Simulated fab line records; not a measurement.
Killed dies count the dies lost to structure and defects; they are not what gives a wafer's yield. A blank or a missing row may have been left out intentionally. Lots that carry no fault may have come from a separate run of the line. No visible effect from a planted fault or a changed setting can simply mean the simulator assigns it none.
Comparing a struck lot with a sound one || flow sfq line || 14 steps out of a route of 325
Sound: wafers L230.1, L230.4, L230.5. Wafers L242.1, L242.2, L242.3 were the ones struck. Last of all comes the cause.
Each step with rows lists, per side, the tool, then ch with its chambers, then its first start. Under that, the readings that differ: sound wafers || struck wafers || difference of the means || sigmas: that difference in standard deviations of wafers without a fault.
alike: readings whose means differ by less than 2 such deviations, and words and numbers that are the same on both sides. not compared: withheld readings, readings that some wafer has no value for, bounds like >300 that may hide the same value, and numbers for which the record gives no deviation and whose values overlap.
Wherever a step has rows on one side only, a row that says differs or no value, or a row with sigmas, the two part there. Numbers that have no deviation but don't overlap get no sigmas and don't part them. A reading missing from all wafers of one side parts the sides only when that side holds two or more wafers.

first, 1 step without rows for these wafers: SFQ_TRILAYER_JJ_CE_LITHO_DEVELOP_116 (time 60 s).
SFQ_JJ_OVL_MEAS_931:
  sound on overlay-02, day 53 03:26; struck on overlay-02, day 55 11:06
  alike: J5_OVL
SFQ_TRILAYER_JJ_CE_METRO_MEASURE_117:
  sound on cd sem-01, day 53 03:29; struck on cd sem-01, day 55 11:08
  alike: cd nm
SFQ_TRILAYER_JJ_CE_BARC_OPEN_RIE_150: chemistry O2, target BARC, target depth 240 nm, time 80 s.
  sound on rie metal-02 ch 0,1, day 53 04:41; struck on rie metal-03 ch 0,1, day 55 12:20
  alike: drypump motor current A, oes product au
  not compared: rf hours counter h
SFQ_TRILAYER_JJ_CE_ETCH_RIE_118: chemistry SF6, target Nb, stops on Al2O3, time 97.7 s, target depth 170 nm.
  sound on rie metal-02 ch 0,1, day 53 04:48; struck on rie metal-03 ch 0,1, day 55 12:26
  alike: drypump motor current A, oes product au
  not compared: rf hours counter h
then, 1 step without rows for these wafers: SFQ_TRILAYER_JJ_ANODIZE_ANODIZE_119.
SFQ_TRILAYER_JJ_CE_STRIP_STRIP_120: strips in O2.
  sound on rie metal-03 ch 0,1, day 53 05:26; struck on rie metal-02 ch 0,1, day 55 13:02
  alike: drypump motor current A, oes product au
  not compared: rf hours counter h
then, 5 steps without rows for these wafers: SFQ_TRILAYER_JJ_CE_STRIP_SOLV_CLEAN_121 (cleans in NMP, time 600 s); SFQ_TRILAYER_M5_LITHO_COAT_128 (resist thk 62 nm); SFQ_TRILAYER_M5_LITHO_COAT_123 (resist thk 600 nm); SFQ_TRILAYER_M5_LITHO_SOFTBAKE_127; SFQ_TRILAYER_M5_LITHO_EXPOSE_124 (exposes mask M5, target cd 700 nm).
-- the record jumps here: 5 days lie between the struck wafers' starts before and after --
SFQ_TRILAYER_M5_LITHO_PEB_126: peb time 60 s.
  struck on litho track-01, day 60 08:35; sound on litho track-04 ch 0, day 58 13:16
  no value came back on the struck wafers for chill plate temp C (C), exhaust pa (Pa); on the sound wafers chill plate temp C (C) reads 23.06 23.12 22.88
then, 1 step without rows for these wafers: SFQ_TRILAYER_M5_LITHO_DEVELOP_125 (time 60 s).

WHERE THEY PART
SFQ_TRILAYER_M5_LITHO_PEB_126 only, going by this record.

WHY: the cause the simulator had injected
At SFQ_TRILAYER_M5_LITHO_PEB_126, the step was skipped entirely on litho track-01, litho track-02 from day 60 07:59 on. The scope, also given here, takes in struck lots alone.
